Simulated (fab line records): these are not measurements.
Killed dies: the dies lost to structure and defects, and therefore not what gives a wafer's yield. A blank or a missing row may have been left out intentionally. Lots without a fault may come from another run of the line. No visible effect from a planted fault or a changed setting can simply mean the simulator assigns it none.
A struck lot beside a sound one || flow gf180mcu || 22 steps out of a route of 602
Sound: the wafers L981.2, L981.4, L981.5. The struck wafers were L987.2, L987.4, L987.5. The cause comes at the end.
Order at every step that has rows: each side's tool, ch and its chambers, its first start. Under that, the readings that differ: sound wafers || struck wafers || difference of the means || sigmas: that difference in standard deviations of wafers without a fault.
alike: same words and numbers on both sides, and readings whose means sit less than 2 such deviations apart. not compared: any withheld reading, any reading some wafer has no value for, any bound like >300 that may hide the same value, and any number with overlapping values for which the record gives no deviation.
The two part at a step that has a row with sigmas, a row that says differs or no value, or rows on one side only. When numbers do not overlap yet have no deviation, they are printed without sigmas and do not part them. A reading that every wafer of one side lacks parts them only if that side has two wafers or more.

first, 6 steps without rows for these wafers: GF_VT_IMPLANT_HMDS_01 (prime time 60 s); GF_VT_IMPLANT_COAT_02 (resist thk 1000 nm); GF_VT_IMPLANT_SOFTBAKE_03 (time 60 s); GF_VT_IMPLANT_EXPOSE_04 (exposes mask LVPWELL LV AREA, target cd 600 nm); GF_VT_IMPLANT_PEB_05; GF_VT_IMPLANT_DEVELOP_06 (develop time 60 s).
GF_VT_IMPLANT_OVL_MEAS_07:
  sound on overlay-02 at day 8 03:11; struck on overlay-01 at day 9 17:25
  alike: VT_IMPLANT_OVL
next, for these wafers, 1 step has no rows: GF_VT_IMPLANT_IMPLANT_08.
GF_VT_IMPLANT_STRIP_09: strips in O2/N2.
  sound on plasma-asher-03 ch 1, day 8 03:22; struck on plasma-asher-02 ch 0,1, day 9 17:35
  alike: drypump-motor-current-A, heater-power-w, oes-product-au, strip-time-to-endpoint-s
  not compared: rf-hours-counter-h
GF_VT_IMPLANT_TW_MEAS_10:
  sound on film-metro-03 at day 8 03:29; struck on film-metro-01 at day 9 17:42
  alike: VT_IMPLANT_TW
then, 2 steps without rows for these wafers: GF_VT_IMPLANT_DEHYDRATE_11 (time 60 s); GF_VT_IMPLANT_HMDS_12 (prime time 60 s).
GF_VT_IMPLANT_COAT_13: resist thk 1000 nm.
  sound on litho-track-01 ch 0, day 8 11:36; struck on litho-track-01 ch 0, day 10 01:27
{"reading": "model.NOVOLAK_of_VT_IMPLANT_COAT_13.thk-nm (nm)", "sound": "1002 1007 999.9", "struck": "1036 1038 1035", "difference": "+33", "sigmas": ""}
  alike: resist-line-temp-C
then, 3 steps without rows for these wafers: GF_VT_IMPLANT_SOFTBAKE_14 (time 60 s); GF_VT_IMPLANT_EXPOSE_15 (exposes mask Nwell LV AREA, target cd 860 nm); GF_VT_IMPLANT_PEB_16.
GF_VT_IMPLANT_DEVELOP_17: develop time 60 s.
  sound on litho-track-01 ch 0, day 8 20:09; struck on litho-track-02 ch 0, day 10 10:10
{"reading": "model.NOVOLAK_of_VT_IMPLANT_COAT_13.thk-nm (nm)", "sound": "1002 1007 999.5", "struck": "1035 1038 1035", "difference": "+33", "sigmas": ""}
  alike: developer-temp-C, resist-line-temp-C
GF_VT_IMPLANT_OVL_MEAS_18:
  sound on overlay-02 at day 8 20:17; struck on overlay-02 at day 10 10:17
  alike: VT_IMPLANT_01_OVL
next, for these wafers, 1 step has no rows: GF_VT_IMPLANT_IMPLANT_19.
GF_VT_IMPLANT_STRIP_20: strips in O2/N2.
  sound on plasma-asher-04 ch 0,1, day 8 20:28; struck on plasma-asher-03 ch 0,1, day 10 10:28
{"reading": "strip-time-to-endpoint-s (s)", "sound": "12.66 12.71 12.62", "struck": "12.98 13.02 12.98", "difference": "+0.33", "sigmas": "+9"}
  alike: drypump-motor-current-A, heater-power-w, oes-product-au
  not compared: rf-hours-counter-h
GF_VT_IMPLANT_TW_MEAS_21:
  sound on film-metro-02 at day 8 20:35; struck on film-metro-01 at day 10 10:35
{"reading": "VT_IMPLANT_2_TW", "sound": "1195 1196 1195", "struck": "1233 1234 1237", "difference": "+39", "sigmas": "+3"}
GF_PASSIVATION_PROBE_99:
  rows exist in the record for the sound wafers here (prober-02, day 32 02:26), none for the struck ones

## WHERE THEY PART
Last at GF_PASSIVATION_PROBE_99 as far as this record goes, first at GF_VT_IMPLANT_STRIP_20.

WHY: what the simulator had put in
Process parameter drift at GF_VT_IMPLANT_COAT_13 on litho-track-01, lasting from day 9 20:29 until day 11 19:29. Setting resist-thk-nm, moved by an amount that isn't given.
